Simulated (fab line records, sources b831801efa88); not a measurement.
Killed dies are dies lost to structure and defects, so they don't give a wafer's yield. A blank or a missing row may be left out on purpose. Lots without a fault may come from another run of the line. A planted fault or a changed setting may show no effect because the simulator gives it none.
A struck lot beside a sound one | flow sky130 | 15 steps out of a route of 708
Sound: wafers L737.1, L737.3, L737.4. Struck: wafers L751.1, L751.3, L751.4. The cause comes at the end.
At each step with rows: each side's tool, then ch and its chambers, then its first start. Under that, the readings that differ: sound wafers | struck wafers | difference of the means | sigmas: that difference in standard deviations of wafers without a fault.
alike: readings whose means differ by less than 2 such deviations, and words and numbers that are the same on both sides. not compared: withheld readings, readings that some wafer has no value for, bounds like >300 that may hide the same value, and numbers for which the record gives no deviation and whose values overlap.
The two part at a step that has a row with sigmas, a row that says differs or no value, or rows on one side only. Numbers that don't overlap but have no deviation are shown without sigmas and don't part them. A reading that every wafer of one side lacks parts them only if that side has two wafers or more.

first, 4 steps without rows for these wafers: SKY_VT_ADJUST_LVTN_SOFTBAKE_14 (time 60 s); SKY_VT_ADJUST_LVTN_EXPOSE_15 (exposes mask HVN STD DERIVED, target cd 600 nm); SKY_VT_ADJUST_LVTN_PEB_16; SKY_VT_ADJUST_LVTN_DEVELOP_17 (develop time 60 s).
SKY_VT_ADJUST_LVTN_OVL_MEAS_18:
  sound on overlay-01, day 9 21:37; struck on overlay-02, day 14 10:23
  alike: VT_ADJUST_LVTN_01_OVL
then, 1 step without rows for these wafers: SKY_VT_ADJUST_LVTN_IMPLANT_19.
SKY_VT_ADJUST_LVTN_STRIP_20: strips in O2/N2.
  sound on plasma_asher-04 ch 0,1, day 9 21:49; struck on plasma_asher-02 ch 0,1, day 14 10:34
  alike: chamber_pressure_mTorr, drypump_motor_current_A, oes_product_au, strip_time_to_endpoint_s
  not compared: rf_hours_counter_h
SKY_VT_ADJUST_LVTN_TW_MEAS_21:
  sound on film_metro-03, day 9 21:55; struck on film_metro-04, day 14 10:40
  alike: VT_ADJUST_LVTN_2_TW
then, 4 steps without rows for these wafers: SKY_VT_ADJUST_NCORE_DEHYDRATE_00 (time 60 s); SKY_VT_ADJUST_NCORE_HMDS_01 (prime time 60 s); SKY_VT_ADJUST_NCORE_COAT_02 (resist thk 1140 nm); SKY_VT_ADJUST_NCORE_SOFTBAKE_03 (time 60 s).
SKY_VT_ADJUST_NCORE_EXPOSE_04: exposes mask LVTN COMPLEMENT THIN, target cd 380 nm.
  sound on iline_stepper-02 ch 0, day 10 09:28; struck on iline_stepper-02 ch 0, day 14 23:07
  reading                                 | sound                | struck                     | difference | sigmas
  model.VT_ADJUST_NCORE.overlay_x_nm (nm) | 0.7914 0.7914 0.7914 | -0.03515 -0.03515 -0.03515 | -0.82655   |
  alike: mask
then, 1 step without rows for these wafers: SKY_VT_ADJUST_NCORE_PEB_05.
-- the record jumps here: 36 days lie between the struck wafers' starts before and after (it left off in module VT_ADJUST_NCORE and takes up again in module PAD_OPEN, whose first step shown is number 708 of the route) --
SKY_PAD_OPEN_PROBE_99:
  sound on prober-02, day 47 21:16; struck on prober-02, day 50 22:03
  alike: killed_at_M0_to_M3, killed_at_M4_up, killed_at_contacts, killed_at_front_end, killed_at_other, killed_dies, killed_on_rim, killed_open, killed_short

WHERE THEY PART
Nowhere in this record.

WHY: what the simulator had put in
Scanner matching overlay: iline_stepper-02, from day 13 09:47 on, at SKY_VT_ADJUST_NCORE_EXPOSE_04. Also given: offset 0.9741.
